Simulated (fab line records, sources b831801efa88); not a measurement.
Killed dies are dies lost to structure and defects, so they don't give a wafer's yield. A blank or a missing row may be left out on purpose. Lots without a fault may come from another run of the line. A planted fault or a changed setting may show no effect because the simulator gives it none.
A struck lot beside a sound one | flow gf180mcu | 26 steps out of a route of 602
Sound: wafers L115.3, L115.5, L115.6. Struck: wafer L122.4. (L122.2, L122.5 of the same lot were not struck and are left out.) The cause comes at the end.
At each step with rows: each side's tool, then ch and its chambers, then its first start. Under that, the readings that differ: sound wafers | struck wafers | difference of the means | sigmas: that difference in standard deviations of wafers without a fault.
alike: readings whose means differ by less than 2 such deviations, and words and numbers that are the same on both sides. not compared: withheld readings, readings that some wafer has no value for, bounds like >300 that may hide the same value, and numbers for which the record gives no deviation and whose values overlap.
The two part at a step that has a row with sigmas, a row that says differs or no value, or rows on one side only. Numbers that don't overlap but have no deviation are shown without sigmas and don't part them. A reading that every wafer of one side lacks parts them only if that side has two wafers or more.

first, 6 steps without rows for these wafers: GF_TOP_METAL_HMDS_08 (prime time 60 s); GF_TOP_METAL_COAT_09 (resist thk 1500 nm); GF_TOP_METAL_SOFTBAKE_10 (time 60 s); GF_TOP_METAL_EXPOSE_11 (exposes mask MetalTop, target cd 440 nm); GF_TOP_METAL_PEB_12; GF_TOP_METAL_DEVELOP_13 (develop time 60 s).
GF_TOP_METAL_CD_MEAS_14: target cd 440 nm.
  sound on cd_sem-01, day 28 08:09; struck on cd_sem-01, day 30 15:17
  alike: cd_nm
GF_TOP_METAL_OVL_MEAS_15:
  sound on overlay-01, day 28 08:14; struck on overlay-01, day 30 15:23
  alike: TOP_METAL_OVL
GF_TOP_METAL_METAL_ETCH_16: etches the open film in Cl2/BCl3, stops on SiO2, target depth 1077.5 nm, time 179.6 s.
  sound on rie_metal-03 ch 0,1, day 28 08:19; struck on rie_metal-02 ch 1, day 30 15:25
  alike: drypump_motor_current_A, oes_product_au, throttle_valve_pct
  not compared: rf_hours_counter_h
GF_TOP_METAL_STRIP_17: strips in O2/N2.
  sound on plasma_asher-04 ch 0,1, day 28 08:28; struck on plasma_asher-03 ch 0, day 30 15:35
  alike: drypump_motor_current_A, heater_power_w, n2_flow_sccm, oes_product_au, platen_temp_c, strip_time_to_endpoint_s
  not compared: rf_hours_counter_h
then, 2 steps without rows for these wafers: GF_TOP_METAL_STRIP_18 (strips in post etch residue remover, time 1200 s); GF_TOP_METAL_CLEAN_19 (cleans in DIW).
GF_PASSIVATION_CVD_00: deposits SiO2 from TEOS, target thk 1000 nm, time 111.95 s.
  sound on pecvd-04 ch 0,1, day 28 08:58; struck on pecvd-01 ch 1, day 30 16:08
  reading                                      | sound          | struck | difference | sigmas
  model.SiO2_of_PASSIVATION_CVD_00.thk_nm (nm) | 1006 1019 1026 | 733.3  | -283.7     |
  alike: heater_power_w
GF_PASSIVATION_THK_MEAS_01:
  sound on film_metro-04, day 28 09:04; struck on film_metro-04, day 30 16:13
  reading                     | sound          | struck | difference | sigmas
  PASSIVATION_CVD_00_THK (nm) | 1006 1019 1025 | 733    | -284       | -24
GF_PASSIVATION_CVD_02: deposits Si3N4, target thk 700 nm, time 486.18 s.
  sound on pecvd-03 ch 1,2, day 28 09:07; struck on pecvd-03 ch 2, day 30 16:16
  alike: heater_power_w
GF_PASSIVATION_THK_MEAS_03:
  sound on film_metro-01, day 28 09:25; struck on film_metro-04, day 30 16:34
  alike: PASSIVATION_CVD_02_THK
then, 7 steps without rows for these wafers: GF_PASSIVATION_DEHYDRATE_04 (time 60 s); GF_PASSIVATION_HMDS_05 (prime time 60 s); GF_PASSIVATION_COAT_06 (resist thk 4000 nm); GF_PASSIVATION_SOFTBAKE_07; GF_PASSIVATION_EXPOSE_08 (exposes mask Pad, target cd 40000 nm); GF_PASSIVATION_PEB_09; GF_PASSIVATION_DEVELOP_10 (develop time 60 s).
GF_PASSIVATION_ETCH_11: etches the open film in CF4/O2, stops on TiN, target depth 1800 nm, time 400 s.
  sound on rie_diel-02 ch 1,2,3, day 29 03:55; struck on rie_diel-02 ch 3, day 31 10:19
  reading                                 | sound             | struck | difference | sigmas
  oes_product_au (a.u.)                   | 0.955 0.976 0.978 | 0.867  | -0.103     | -14
  throttle_valve_pct (%)                  | 5.957 5.971 5.962 | 5.934  | -0.029     | -3
  model.PASSIVATION.feature_depth_nm (nm) | 1710 1742 1742    | 1440   | -291       |
  model.etch.depth_nm (nm)                | 1710 1742 1742    | 1440   | -291       |
  alike: drypump_motor_current_A
  not compared: rf_hours_counter_h
GF_PASSIVATION_STRIP_12: strips in O2/N2.
  sound on plasma_asher-02 ch 0,1, day 29 04:12; struck on plasma_asher-03 ch 1, day 31 10:33
  alike: drypump_motor_current_A, heater_power_w, n2_flow_sccm, oes_product_au, platen_temp_c, strip_time_to_endpoint_s
  not compared: rf_hours_counter_h
GF_PASSIVATION_PROBE_99:
  the record has rows for the struck wafers here (prober-01, day 31 12:25) and none for the sound ones

WHERE THEY PART
First at GF_PASSIVATION_THK_MEAS_01; last, within this record, at GF_PASSIVATION_PROBE_99.

WHY: what the simulator had put in
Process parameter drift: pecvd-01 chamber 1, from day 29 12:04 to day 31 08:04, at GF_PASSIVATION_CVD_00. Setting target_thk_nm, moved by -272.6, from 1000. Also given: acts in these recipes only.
